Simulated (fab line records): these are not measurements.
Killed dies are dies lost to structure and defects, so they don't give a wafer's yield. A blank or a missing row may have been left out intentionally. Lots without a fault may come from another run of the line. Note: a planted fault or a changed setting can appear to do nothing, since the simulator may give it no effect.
Which tool did it? ; flow sky130 ; Sampling: 24 lots, 72 wafers, 6 of 708 route steps

== WHAT THE GAUGES READ, wafer by wafer ==
SKY_SPACER_THK_MEAS_01. Usual: SPACER_CVD_00_THK gives 43.1 nm (standard deviation 0.4).
lot;measured;on;SPACER_CVD_00_THK (nm);flag
L074;day 23 00:48;film-metro-01;43.8 43.3 43.6;
L075;day 23 09:50;film-metro-01;43.6 43.3 43.7;
L076;day 23 13:29;film-metro-01;43.5 43.6 43.6;
L077;day 23 21:50;film-metro-04;42.6 42.4 42.4;
L078;day 24 10:23;film-metro-01;42.9 42.9 42.8;
L079;day 24 16:13;film-metro-01;43.3 43.8 43.4;
L080;day 25 00:50;film-metro-01;43.2 43.0 42.8;
L081;day 25 14:01;film-metro-02;42.4 43.0 43.2;
L082;day 25 22:44;film-metro-04;42.9 43.3 42.8;
L083;day 26 07:11;film-metro-04;42.9 42.8 43.0;
L084;day 26 16:30;film-metro-01;42.4 42.5 42.3;
L085;day 27 01:15;film-metro-04;42.9 43.4 43.1;
L086;day 27 06:13;film-metro-01;42.7 42.8 42.6;
L087;day 27 14:03;film-metro-01;42.3 42.4 42.3;
L088;day 27 23:56;film-metro-04;42.8 42.5 42.5;
L089;day 28 09:03;film-metro-04;42.9 42.8 42.9;
L090;day 28 21:35;film-metro-04;43.0 42.9 43.1;
L091;day 29 00:42;film-metro-04;43.3 43.7 43.6;
L092;day 29 07:08;film-metro-01;43.9 43.6 43.3;
L093;day 29 20:31;film-metro-02;42.9 43.0 42.9;
L094;day 30 03:14;film-metro-04;43.4 43.1 43.2;
L095;day 30 14:07;film-metro-01;42.8 42.9 42.6;
L096;day 30 19:32;film-metro-01;43.0 43.5 43.0;
L097;day 31 01:43;film-metro-02;43.1 43.4 43.4;

SKY_LI_CONTACT_CD_MEAS_12: the cd target is 170 nm. Usual: cd-nm at 170.2 nm, with a standard deviation of 1.5.
lot;measured;on;cd-nm (nm);flag
L074;day 29 04:48;cd-sem-02;170.9 171.4 170.6;
L075;day 29 14:41;cd-sem-02;168.7 167.9 169.7;
L076;day 29 17:06;cd-sem-01;166.8 167.7 167.5;
L077;day 30 01:49;cd-sem-02;170.3 169.8 169.9;
L078;day 30 12:56;cd-sem-01;169.3 169.5 169.6;
L079;day 30 17:09;cd-sem-01;171.9 171.0 169.9;
L080;day 31 02:10;cd-sem-01;172.8 172.3 170.7;
L081;day 31 14:49;cd-sem-02;172.0 171.6 173.0;
L082;day 31 21:37;cd-sem-02;171.6 174.0 173.4;
L083;day 32 07:58;cd-sem-01;171.9 170.3 171.1;
L084;day 32 14:47;cd-sem-01;170.4 169.9 169.9;
L085;day 33 00:04;cd-sem-01;169.8 172.0 171.0;
L086;day 33 03:56;cd-sem-02;169.6 170.6 169.2;
L087;day 33 12:27;cd-sem-02;169.1 170.2 171.1;
L088;day 33 18:25;cd-sem-02;170.1 170.0 171.0;
L089;day 34 04:08;cd-sem-01;171.1 170.5 170.4;
L090;day 34 16:12;cd-sem-02;169.7 169.8 169.5;
L091;day 34 19:53;cd-sem-02;168.0 167.3 166.8;
L092;day 35 01:59;cd-sem-02;171.1 173.0 169.4;
L093;day 35 13:26;cd-sem-02;169.6 170.1 168.7;
L094;day 35 19:13;cd-sem-01;170.2 168.8 168.5;
L095;day 36 07:34;cd-sem-02;167.8 168.4 168.5;
L096;day 36 11:50;cd-sem-01;169.9 169.7 169.2;
L097;day 36 16:18;cd-sem-01;170.2 170.8 171.8;

SKY_CAPM_THK_MEAS_01. Usual: CAPM_CVD_00_THK gives 15.51 nm (standard deviation 0.23).
lot;measured;on;CAPM_CVD_00_THK (nm);flag
L074;day 36 11:13;film-metro-04;15.39 15.52 15.63;
L075;day 36 19:27;film-metro-02;15.34 15.60 15.48;
L076;day 36 19:47;film-metro-02;15.39 15.63 15.91;
L077;day 37 04:55;film-metro-01;15.19 15.29 15.87;
L078;day 37 16:14;film-metro-01;15.03 15.25 15.37;
L079;day 37 19:58;film-metro-02;15.45 15.24 15.59;
L080;day 38 05:11;film-metro-01;15.60 15.80 15.56;
L081;day 38 16:46;film-metro-04;15.34 15.81 15.54;
L082;day 38 22:34;film-metro-01;15.26 15.30 15.40;
L083;day 39 06:18;film-metro-04;15.45 15.85 15.82;
L084;day 39 12:15;film-metro-01;15.52 15.73 15.77;
L085;day 39 23:26;film-metro-02;15.37 15.38 15.81;
L086;day 40 02:35;film-metro-01;15.34 15.10 15.21;
L087;day 40 08:59;film-metro-01;15.45 16.02 15.83;
L088;day 40 15:41;film-metro-04;15.56 15.71 15.88;
L089;day 41 00:54;film-metro-01;15.13 15.47 15.48;
L090;day 41 11:10;film-metro-01;15.22 15.34 15.44;
L091;day 41 12:38;film-metro-02;15.43 15.37 15.64;
L092;day 41 20:11;film-metro-01;15.47 15.41 15.74;
L093;day 42 08:44;film-metro-01;15.49 15.40 15.78;
L094;day 42 09:55;film-metro-01;15.49 15.82 15.67;
L095;day 42 22:38;film-metro-02;15.49 15.58 15.61;
L096;day 43 02:14;film-metro-01;15.92 16.03 16.11;
L097;day 43 08:35;film-metro-02;15.52 15.60 15.66;

== WHICH TOOL RAN EACH LOT (tool, then ch and the chambers of the sampled wafers, then the start) ==
lot;SKY_CONTACT_CMP_27;SKY_METAL2_DESCUM_17;SKY_VIA2_STRIP_16
L074;cmp-01 ch 0,1,3, day 31 16:52;rie-metal-02 ch 0, day 35 05:50;plasma-asher-02 ch 0, day 36 09:42
L075;cmp-02 ch 1,3, day 32 03:31;rie-metal-02 ch 0,1, day 35 14:08;plasma-asher-04 ch 0,1, day 36 17:59
L076;cmp-01 ch 1,2,3, day 32 04:04;rie-metal-03 ch 1, day 35 14:47;plasma-asher-02 ch 1, day 36 18:20
L077;cmp-01 ch 0,1,3, day 32 12:47;rie-metal-01 ch 0,1, day 35 23:14;plasma-asher-02 ch 0, day 37 03:26
L078;cmp-01 ch 0,1, day 33 00:25;rie-metal-02 ch 0, day 36 11:39;plasma-asher-02 ch 0,1, day 37 14:47
L079;cmp-01 ch 0,3, day 33 04:28;rie-metal-02 ch 0,1, day 36 15:04;plasma-asher-01 ch 0,1, day 37 18:30
L080;cmp-01 ch 1,3, day 33 13:48;rie-metal-02 ch 0,1, day 37 00:36;plasma-asher-01 ch 0,1, day 38 03:45
L081;cmp-01 ch 0,1,2, day 34 00:28;rie-metal-03 ch 0,1, day 37 11:42;plasma-asher-01 ch 0,1, day 38 15:19
L082;cmp-02 ch 0,1,2, day 34 07:09;rie-metal-01 ch 0,1, day 37 17:21;plasma-asher-02 ch 0,1, day 38 20:24
L083;cmp-02 ch 0,1,2, day 34 17:34;rie-metal-01 ch 0,1, day 38 02:29;plasma-asher-01 ch 0,1, day 39 04:50
L084;cmp-02 ch 0,2, day 34 22:34;rie-metal-01 ch 0,1, day 38 07:42;plasma-asher-02 ch 0,1, day 39 10:49
L085;cmp-02 ch 0,2,3, day 35 10:34;rie-metal-02 ch 0,1, day 38 19:45;plasma-asher-02 ch 0,1, day 39 21:57
L086;cmp-02 ch 1,2,3, day 35 13:32;rie-metal-02 ch 0,1, day 38 23:11;plasma-asher-04 ch 0,1, day 40 01:08
L087;cmp-02 ch 1,3, day 35 20:51;rie-metal-03 ch 0,1, day 39 05:05;plasma-asher-04 ch 0,1, day 40 07:29
L088;cmp-01 ch 0,1,2, day 36 03:23;rie-metal-02 ch 0,1, day 39 11:49;plasma-asher-04 ch 0,1, day 40 14:13
L089;cmp-02 ch 0,1, day 36 14:07;rie-metal-02 ch 0,1, day 39 21:41;plasma-asher-02 ch 0,1, day 40 23:18
L090;cmp-01 ch 0,1,3, day 37 00:22;rie-metal-03 ch 0,1, day 40 07:45;plasma-asher-02 ch 0,1, day 41 09:43
L091;cmp-02 ch 0,3, day 37 03:49;rie-metal-02 ch 0,1, day 40 09:41;plasma-asher-02 ch 0,1, day 41 11:11
L092;cmp-02 ch 0,1, day 37 10:43;rie-metal-01 ch 0,1, day 40 16:48;plasma-asher-02 ch 0,1, day 41 18:44
L093;cmp-01 ch 0,2,3, day 37 21:37;rie-metal-03 ch 0,1, day 41 04:21;plasma-asher-02 ch 0,1, day 42 07:14
L094;cmp-01 ch 0,1,3, day 38 02:34;rie-metal-02 ch 0,1, day 41 07:38;plasma-asher-01 ch 0,1, day 42 08:27
L095;cmp-01 ch 1,2,3, day 38 16:01;rie-metal-02 ch 0,1, day 41 20:34;plasma-asher-02 ch 0,1, day 42 21:11
L096;cmp-01 ch 0,1,2, day 38 19:59;rie-metal-02 ch 1, day 41 23:33;plasma-asher-04 ch 0,1, day 43 00:47
L097;cmp-02 ch 1,2, day 39 00:30;rie-metal-01 ch 0,1, day 42 06:18;plasma-asher-02 ch 0,1, day 43 07:08
- SKY_CONTACT_CMP_27: polishes, stops on SiO2, t overpolish 15 s, target thk 0 nm.
- SKY_METAL2_DESCUM_17: chemistry O2, time 8 s.
- SKY_VIA2_STRIP_16: strips in O2/N2.

== AS READ BY THE TOOLS THEMSELVES (means over the sampled wafers that have a number; for cases with no such wafer, the mark the record gives instead) ==
SKY_CONTACT_CMP_27. Usual: head-pressure-psi 3.500 psi, standard deviation 0.0081; motor-current-A 11.4 A, standard deviation 1.2; overpolish-run-s 15.000 s, standard deviation 0.0094; slurry-filter-dp-kPa 13.51 kPa, standard deviation 0.14; time-to-endpoint-s 83.8 s, standard deviation 2.7.
lot;tool;head-pressure-psi (psi);motor-current-A (A);overpolish-run-s (s);slurry-filter-dp-kPa (kPa);time-to-endpoint-s (s);flag
L074;cmp-01;3.497;11.1;15.005;13.52;82.8;
L075;cmp-02;3.503;11.2;14.996;13.56;81.3;
L076;cmp-01;3.503;10.6;15.000;13.51;85.7;
L077;cmp-01;3.491;11.3;15.008;13.55;83.4;
L078;cmp-01;3.508;11.3;14.998;13.52;81.3;
L079;cmp-01;3.505;10.9;15.004;13.49;82.8;
L080;cmp-01;3.495;10.6;15.000;13.37;85.1;
L081;cmp-01;3.502;10.7;14.998;13.48;84.6;
L082;cmp-02;3.499;11.9;15.000;13.50;79.9;
L083;cmp-02;3.505;12.4;14.993;13.62;83.5;
L084;cmp-02;3.492;12.7;15.000;13.52;87.0;
L085;cmp-02;3.500;12.0;15.007;13.37;83.0;
L086;cmp-02;3.499;11.7;15.003;13.43;86.3;
L087;cmp-02;3.496;11.4;15.004;13.50;85.3;
L088;cmp-01;3.501;11.2;14.992;13.58;87.4;
L089;cmp-02;3.494;11.8;14.999;13.37;81.9;
L090;cmp-01;3.495;11.0;14.996;13.41;84.4;
L091;cmp-02;3.496;12.1;14.999;13.61;85.2;
L092;cmp-02;3.502;11.5;15.008;13.51;84.5;
L093;cmp-01;3.497;11.2;15.010;13.54;83.8;
L094;cmp-01;3.500;11.1;14.998;13.45;86.1;
L095;cmp-01;3.498;10.3;14.989;13.55;81.6;
L096;cmp-01;3.503;11.2;15.015;13.56;82.1;
L097;cmp-02;3.493;12.3;14.998;13.54;83.8;

SKY_METAL2_DESCUM_17. Usual: drypump-motor-current-A 5.4 A, standard deviation 0.48; oes-product-au 0.999 a.u., standard deviation 0.007.
lot;tool;drypump-motor-current-A (A);oes-product-au (a.u.);flag
L074;rie-metal-02;4.8;1.008;
L075;rie-metal-02;5.4;0.998;
L076;rie-metal-03;5.0;0.992;
L077;rie-metal-01;5.7;0.998;
L078;rie-metal-02;4.7;0.995;
L079;rie-metal-02;5.1;1.005;
L080;rie-metal-02;5.4;1.013;
L081;rie-metal-03;5.4;0.999;
L082;rie-metal-01;5.7;0.996;
L083;rie-metal-01;5.7;1.000;
L084;rie-metal-01;5.7;0.993;
L085;rie-metal-02;5.0;1.004;
L086;rie-metal-02;5.4;0.995;
L087;rie-metal-03;5.7;0.998;
L088;rie-metal-02;5.1;1.002;
L089;rie-metal-02;5.1;0.998;
L090;rie-metal-03;5.4;0.995;
L091;rie-metal-02;5.4;1.000;
L092;rie-metal-01;5.7;1.003;
L093;rie-metal-03;5.4;0.991;
L094;rie-metal-02;5.1;0.999;
L095;rie-metal-02;5.1;0.998;
L096;rie-metal-02;5.7;0.995;
L097;rie-metal-01;5.7;0.990;

SKY_VIA2_STRIP_16. Usual: drypump-motor-current-A 5.9 A, standard deviation 0.33; oes-product-au 0.398 a.u., standard deviation 0.0047; strip-time-to-endpoint-s 4.038 s, standard deviation 0.025.
lot;tool;drypump-motor-current-A (A);oes-product-au (a.u.);strip-time-to-endpoint-s (s);flag
L074;plasma-asher-02;6.1;0.394;4.008;
L075;plasma-asher-04;6.1;0.393;4.038;
L076;plasma-asher-02;5.7;0.398;4.048;
L077;plasma-asher-02;6.1;0.396;4.048;
L078;plasma-asher-02;6.0;0.398;4.033;
L079;plasma-asher-01;5.6;0.399;4.028;
L080;plasma-asher-01;5.6;0.398;4.016;
L081;plasma-asher-01;5.3;0.405;4.079;
L082;plasma-asher-02;5.8;0.402;4.038;
L083;plasma-asher-01;5.6;0.399;4.015;
L084;plasma-asher-02;5.8;0.395;4.001;
L085;plasma-asher-02;6.0;0.400;4.017;
L086;plasma-asher-04;6.2;0.398;4.041;
L087;plasma-asher-04;6.2;0.397;4.038;
L088;plasma-asher-04;6.1;0.397;4.049;
L089;plasma-asher-02;6.0;0.397;4.044;
L090;plasma-asher-02;5.9;0.398;4.063;
L091;plasma-asher-02;6.0;0.399;4.034;
L092;plasma-asher-02;6.0;0.397;4.011;
L093;plasma-asher-02;6.0;0.399;4.031;
L094;plasma-asher-01;5.3;0.393;4.074;
L095;plasma-asher-02;5.8;0.399;4.036;
L096;plasma-asher-04;6.2;0.403;4.066;
L097;plasma-asher-02;6.0;0.401;4.078;

== THE ANSWER, worked out from the rows above alone ==
Rule: lot off if the mean of its wafers having a number is beyond 3 standard deviations from the usual mean. A lot without any number at a reading at which 4 lots or more have one is off too. Any other lot the step has rows for is counted as sound. The gauges are gone through in route order, then the tools' own readings, and for those a lot's mean is taken as printed above. At the first step where some lot is off, the reading lying furthest off is the one used; lots without a number count as furthest.
None of the lots is off at any reading shown; this tells nothing.

== WHAT HAD BEEN PUT IN BY THE SIMULATOR ==
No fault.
